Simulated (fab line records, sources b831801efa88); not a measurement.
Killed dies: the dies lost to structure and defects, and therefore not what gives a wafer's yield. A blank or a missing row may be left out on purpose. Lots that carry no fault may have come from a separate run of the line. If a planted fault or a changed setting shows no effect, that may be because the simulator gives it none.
One fault through the eyes of 2 desks | flow gf180mcu | only its own numbers are on each desk; what lay behind them is given at the end

FOR THE TOOL OWNER'S DESK: pecvd-03
The tool's own readings at GF_PASSIVATION_CVD_02 (deposits Si3N4, target thk 700 nm, time 486.18 s): means of the sampled wafers that have a number, for each lot that ran on this tool. Any lot whose mean is over 4 standard deviations away from the usual mean is out of limits and marked OUT; that distance is given in the brackets.
Columns: A = heater_power_w at GF_PASSIVATION_CVD_02, usual 756 W; B = susceptor_temp_C at GF_PASSIVATION_CVD_02, usual 400.02 C
lot  | first seen here | A   | B
L549 | day 28 12:28    | 829 | 400.21
L552 | day 29 11:38    | 752 | 400.09
L555 | day 30 15:58    | 747 | 400.19
L562 | day 32 17:42    | 738 | 400.04
This desk's finding: nothing out of limits on any of the 4 lots.

THE METROLOGY DESK
Lot by lot, what the gauges showed, no matter which tool ran the lot: averages of those sampled wafers that carry a number. Any lot whose mean is over 4 standard deviations away from the usual mean is out of limits and marked OUT; that distance is given in the brackets.
Columns: A = cd_nm at GF_M3_CD_MEAS_14, usual 279.9 nm; B = V4_CVD_00_THK at GF_V4_THK_MEAS_01, usual 597 nm; C = PASSIVATION_CVD_02_THK at GF_PASSIVATION_THK_MEAS_03, usual 698 nm
lot  | first seen here | A     | B   | C
L547 | day 21 01:53    | 282.0 | 604 | 702
L548 | day 21 10:25    | 278.6 | 598 | 702
L549 | day 21 20:14    | 280.3 | 599 | 706
L551 | day 22 10:33    | 281.1 | 590 | 708
L552 | day 22 21:18    | 278.9 | 605 | 714
L555 | day 24 09:25    | 278.6 | 596 | 709
L556 | day 24 20:34    | 281.5 | 590 | 691
L557 | day 25 17:44    | 279.7 | 593 | 687
L562 | day 26 22:02    | 281.6 | 599 | 498 (-18) OUT
L566 | day 27 18:31    | 278.9 | 596 | 688
L567 | day 27 21:49    | 281.1 | 596 | 683
L568 | day 28 06:31    | 279.1 | 598 | 688
L569 | day 28 11:24    | 279.2 | 592 | 694
Per this desk, out of limits: L562; the first was L562, day 32 18:00 (PASSIVATION_CVD_02_THK at GF_PASSIVATION_THK_MEAS_03). L547, L548, L549, L551, L552, L555, L556, L557, L566, L567, L568, L569 stayed within limits.

PUT TOGETHER
Metrology desk: alarm possible at day 32 18:00 on L562.
The desk of the tool owner found nothing out of limits.
On record at the tool owner's desk: L562, within its limits.
GF_PASSIVATION_CVD_02 was run on pecvd-03 by each of the lots named.

WHAT WAS PUT IN BY THE SIMULATOR
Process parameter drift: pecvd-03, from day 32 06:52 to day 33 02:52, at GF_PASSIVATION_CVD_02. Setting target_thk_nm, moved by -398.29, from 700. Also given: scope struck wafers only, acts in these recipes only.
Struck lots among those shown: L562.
Hours from the fault's start to each desk's first reading out of limits: the metrology desk, 11.
